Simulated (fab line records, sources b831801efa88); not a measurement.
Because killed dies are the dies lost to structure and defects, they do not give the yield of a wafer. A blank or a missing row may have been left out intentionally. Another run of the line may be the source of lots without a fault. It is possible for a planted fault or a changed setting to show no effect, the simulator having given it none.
A struck lot beside a sound one :: flow sky130 :: 15 steps out of a route of 708
Sound: these wafers, L399.2, L399.4, L399.6. Struck: wafer L407.6. The cause is given at the end.
Order at every step that has rows: each side's tool, ch and its chambers, its first start. Under that, the readings that differ: sound wafers :: struck wafers :: difference of the means :: sigmas: that difference in standard deviations of wafers without a fault.
alike: words and numbers the same on both sides, and readings whose means are apart by under 2 such deviations; not compared: readings that were withheld, readings missing a value for some wafer, numbers with overlapping values and no deviation given by the record, and bounds like >300 which may hide the same value.
A row with sigmas, a row that says differs or no value, or rows on one side alone: a step with any of these is where the two part. Numbers that have no deviation but don't overlap get no sigmas and don't part them. A reading that every wafer of one side lacks parts them only if that side has two wafers or more.

first, 1 step without rows for these wafers: SKY_VIA4_DEVELOP_10 (develop time 60 s).
SKY_VIA4_OVL_MEAS_11:
  sound: overlay-02 at day 44 11:36; struck: overlay-01 at day 45 07:29
  alike: VIA4_OVL
SKY_VIA4_ETCH_12: etches SiO2 in C4F8/O2/Ar, stops on TiN, target depth 580 nm.
  sound on rie-diel-01 ch 1,3, day 44 11:38; struck on rie-diel-01 ch 2, day 45 07:32
  alike: oes-product-au
then, 4 steps without rows for these wafers: SKY_VIA4_STRIP_13 (strips in O2/N2); SKY_VIA4_STRIP_14 (strips in post etch residue remover, time 1200 s); SKY_VIA4_CLEAN_15 (cleans in IPA, time 180 s); SKY_VIA4_CLEAN_16 (cleans in O3/DIW).
SKY_VIA4_SPUTTER_17: material TiN, target thk 20 nm, time 80 s.
  sound: pvd-sputter-04 at day 44 12:20; struck: pvd-sputter-03 at day 45 08:13
  alike: cathode-dc-power-W, throttle-valve-pct
SKY_VIA4_CVD_18: deposits W, target thk 505 nm, time 152.14 s.
  sound on cvd-w-01 ch 0, day 44 12:23; struck on cvd-w-02 ch 0, day 45 08:21
reading: heater-power-w (W)
sound: 894 907 881
struck: 821
difference: -73
sigmas: -2
  alike: chamber-pressure-Torr
SKY_VIA4_RS_MEAS_19: measures by four-point-probe.
  sound: film-metro-04 at day 44 12:34; struck: film-metro-04 at day 45 08:30
  alike: VIA4_W_RS
SKY_VIA4_THK_MEAS_20: measures by xrf.
  sound: film-metro-04 at day 44 12:40; struck: film-metro-04 at day 45 08:34
  alike: VIA4_W_THK
SKY_VIA4_CMP_21: polishes, stops on SiO2, t overpolish 25 s, target thk 0 nm.
  sound on cmp-01 ch 0,1,2, day 44 12:46; struck on cmp-01 ch 2, day 45 08:50
  alike: motor-current-A, overpolish-run-s, time-to-endpoint-s
SKY_METAL5_SPUTTER_00: material Ti, target thk 15 nm, time 10 s.
  sound: pvd-sputter-04 at day 44 13:01; struck: pvd-sputter-01 at day 45 08:53
reading: cathode-dc-power-W (W)
sound: 2999.9 3000.4 2999.7
struck: 3215.9
difference: +215.9
sigmas: +99 or more

reading: model.Ti_of_METAL5_SPUTTER_00.thk-nm (nm)
sound: 15.1 15.51 15.06
struck: 16.53
difference: +1.31
sigmas: 
  alike: throttle-valve-pct
SKY_METAL5_SPUTTER_01: material TiN, target thk 20 nm, time 16.26 s.
  sound: pvd-sputter-04 at day 44 13:03; struck: pvd-sputter-01 at day 45 08:55
  alike: cathode-dc-power-W, throttle-valve-pct
-- the record jumps here: 3 days lie between the struck wafers' starts before and after (it left off in module METAL5 and takes up again in module PAD_OPEN, whose first step shown is number 708 of the route) --
SKY_PAD_OPEN_PROBE_99:
  rows exist in the record for the struck wafers here (prober-01, day 48 03:31), but not for the sound ones

WHERE THEY PART
At SKY_VIA4_CVD_18 first; at SKY_PAD_OPEN_PROBE_99 last (within this record only).

WHY: the cause the simulator had injected
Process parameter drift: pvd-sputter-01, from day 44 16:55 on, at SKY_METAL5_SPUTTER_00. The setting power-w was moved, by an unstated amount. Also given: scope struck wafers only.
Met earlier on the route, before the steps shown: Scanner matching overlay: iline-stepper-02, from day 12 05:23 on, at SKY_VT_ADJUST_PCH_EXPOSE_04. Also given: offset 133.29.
